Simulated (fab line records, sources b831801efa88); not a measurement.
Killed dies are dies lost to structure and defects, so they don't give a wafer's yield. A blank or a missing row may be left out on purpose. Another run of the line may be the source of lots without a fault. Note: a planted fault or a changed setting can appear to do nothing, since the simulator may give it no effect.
Which of the tools did it? / flow gf180mcu / 12 lots, 34 wafers sampled, at 3 steps of a route of 602

== WHAT EACH GAUGE READ, for each wafer ==
GF_V4_THK_MEAS_25: measures by xrf. Usual: for V4_W_THK the level is 346 nm and the standard deviation is 6.5.
lot=L290; measured=day 24 06:50; on=film-metro-01; V4_W_THK (nm)=348 340 340; flag=
lot=L291; measured=day 24 11:14; on=film-metro-03; V4_W_THK (nm)=344 350 346; flag=
lot=L293; measured=day 25 14:44; on=film-metro-01; V4_W_THK (nm)=341 346 352; flag=
lot=L294; measured=day 25 19:58; on=film-metro-04; V4_W_THK (nm)=348 341 349; flag=
lot=L295; measured=day 26 03:43; on=film-metro-03; V4_W_THK (nm)=353 345 354; flag=
lot=L296; measured=day 26 13:32; on=film-metro-04; V4_W_THK (nm)=345 344 343; flag=
lot=L298; measured=day 27 13:02; on=film-metro-01; V4_W_THK (nm)=347 355 349; flag=
lot=L305; measured=day 29 10:58; on=film-metro-03; V4_W_THK (nm)=335 360; flag=
lot=L306; measured=day 29 14:19; on=film-metro-03; V4_W_THK (nm)=346 346; flag=
lot=L308; measured=day 30 03:08; on=film-metro-01; V4_W_THK (nm)=347 337 337; flag=
lot=L309; measured=day 30 08:31; on=film-metro-01; V4_W_THK (nm)=341 347 344; flag=
lot=L311; measured=day 30 23:10; on=film-metro-01; V4_W_THK (nm)=347 346 349; flag=

GF_MIM_RS_MEAS_10: uses a four-point probe to measure. Usual: for MIM_ALCU_RS the level is 0.1589 ohm/sq and the standard deviation is 0.0017.
lot=L290; measured=day 24 07:37; on=film-metro-02; MIM_ALCU_RS (ohm/sq)=0.1572 0.1598 0.1601; flag=
lot=L291; measured=day 24 12:01; on=film-metro-01; MIM_ALCU_RS (ohm/sq)=0.1584 0.1587 0.1595; flag=
lot=L293; measured=day 25 15:31; on=film-metro-01; MIM_ALCU_RS (ohm/sq)=0.1563 0.1606 0.1570; flag=
lot=L294; measured=day 25 20:45; on=film-metro-02; MIM_ALCU_RS (ohm/sq)=0.1586 0.1575 0.1565; flag=
lot=L295; measured=day 26 04:30; on=film-metro-02; MIM_ALCU_RS (ohm/sq)=0.1565 0.1602 0.1586; flag=
lot=L296; measured=day 26 14:20; on=film-metro-02; MIM_ALCU_RS (ohm/sq)=0.1626 0.1606 0.1614; flag=
lot=L298; measured=day 27 13:49; on=film-metro-02; MIM_ALCU_RS (ohm/sq)=0.1582 0.1584 0.1602; flag=
lot=L305; measured=day 29 11:44; on=film-metro-02; MIM_ALCU_RS (ohm/sq)=0.1573 0.1571; flag=
lot=L306; measured=day 29 15:06; on=film-metro-03; MIM_ALCU_RS (ohm/sq)=0.1581 0.1609; flag=
lot=L308; measured=day 30 03:56; on=film-metro-03; MIM_ALCU_RS (ohm/sq)=0.1604 0.1612 0.1573; flag=
lot=L309; measured=day 30 09:17; on=film-metro-02; MIM_ALCU_RS (ohm/sq)=0.1580 0.1603 0.1606; flag=
lot=L311; measured=day 30 23:56; on=film-metro-02; MIM_ALCU_RS (ohm/sq)=0.1557 0.1569 0.1573; flag=

== WHICH TOOL RAN EACH LOT (tool, then ch and the chambers of the sampled wafers, then the start) ==
lot=L290; GF_MIM_SPUTTER_09=pvd-sputter-02, day 24 07:34
lot=L291; GF_MIM_SPUTTER_09=pvd-sputter-02, day 24 11:58
lot=L293; GF_MIM_SPUTTER_09=pvd-sputter-02, day 25 15:29
lot=L294; GF_MIM_SPUTTER_09=pvd-sputter-04, day 25 20:42
lot=L295; GF_MIM_SPUTTER_09=pvd-sputter-02, day 26 04:28
lot=L296; GF_MIM_SPUTTER_09=pvd-sputter-03, day 26 14:16
lot=L298; GF_MIM_SPUTTER_09=pvd-sputter-02, day 27 13:46
lot=L305; GF_MIM_SPUTTER_09=pvd-sputter-03, day 29 11:43
lot=L306; GF_MIM_SPUTTER_09=pvd-sputter-03, day 29 15:04
lot=L308; GF_MIM_SPUTTER_09=pvd-sputter-03, day 30 03:52
lot=L309; GF_MIM_SPUTTER_09=pvd-sputter-04, day 30 09:16
lot=L311; GF_MIM_SPUTTER_09=pvd-sputter-02, day 30 23:55
- GF_MIM_SPUTTER_09: material TiN, target thk 35 nm, time 29.2 s.

== AS READ BY THE TOOLS THEMSELVES (means over the sampled wafers that have a number; for cases with no such wafer, the mark the record gives instead) ==
GF_MIM_SPUTTER_09. Usual: throttle-valve-pct 29.5 %, standard deviation 0.64.
lot=L290; tool=pvd-sputter-02; throttle-valve-pct (%)=29.4; flag=
lot=L291; tool=pvd-sputter-02; throttle-valve-pct (%)=29.0; flag=
lot=L293; tool=pvd-sputter-02; throttle-valve-pct (%)=30.0; flag=
lot=L294; tool=pvd-sputter-04; throttle-valve-pct (%)=30.0; flag=
lot=L295; tool=pvd-sputter-02; throttle-valve-pct (%)=29.2; flag=
lot=L296; tool=pvd-sputter-03; throttle-valve-pct (%)=29.3; flag=
lot=L298; tool=pvd-sputter-02; throttle-valve-pct (%)=28.8; flag=
lot=L305; tool=pvd-sputter-03; throttle-valve-pct (%)=29.4; flag=
lot=L306; tool=pvd-sputter-03; throttle-valve-pct (%)=29.4; flag=
lot=L308; tool=pvd-sputter-03; throttle-valve-pct (%)=29.1; flag=
lot=L309; tool=pvd-sputter-04; throttle-valve-pct (%)=29.7; flag=
lot=L311; tool=pvd-sputter-02; throttle-valve-pct (%)=29.3; flag=

== THE ANSWER, worked out from the rows above alone ==
Rule: lot off if the mean of its wafers having a number is beyond 3 standard deviations from the usual mean. Also off: a lot with no number at a reading for which 4 or more lots have one. Where the step has rows for the other lots, those lots are counted as sound. Order of review: gauges by route order, followed by the tools' own readings, for which a lot's mean as printed above is used. The first step at which some lot is off is used, and at that step the reading that is off furthest; a lot without a number counts as furthest.
Across all readings shown, no lot is off: no conclusion can be drawn from this.

== WHAT WAS PUT IN BY THE SIMULATOR ==
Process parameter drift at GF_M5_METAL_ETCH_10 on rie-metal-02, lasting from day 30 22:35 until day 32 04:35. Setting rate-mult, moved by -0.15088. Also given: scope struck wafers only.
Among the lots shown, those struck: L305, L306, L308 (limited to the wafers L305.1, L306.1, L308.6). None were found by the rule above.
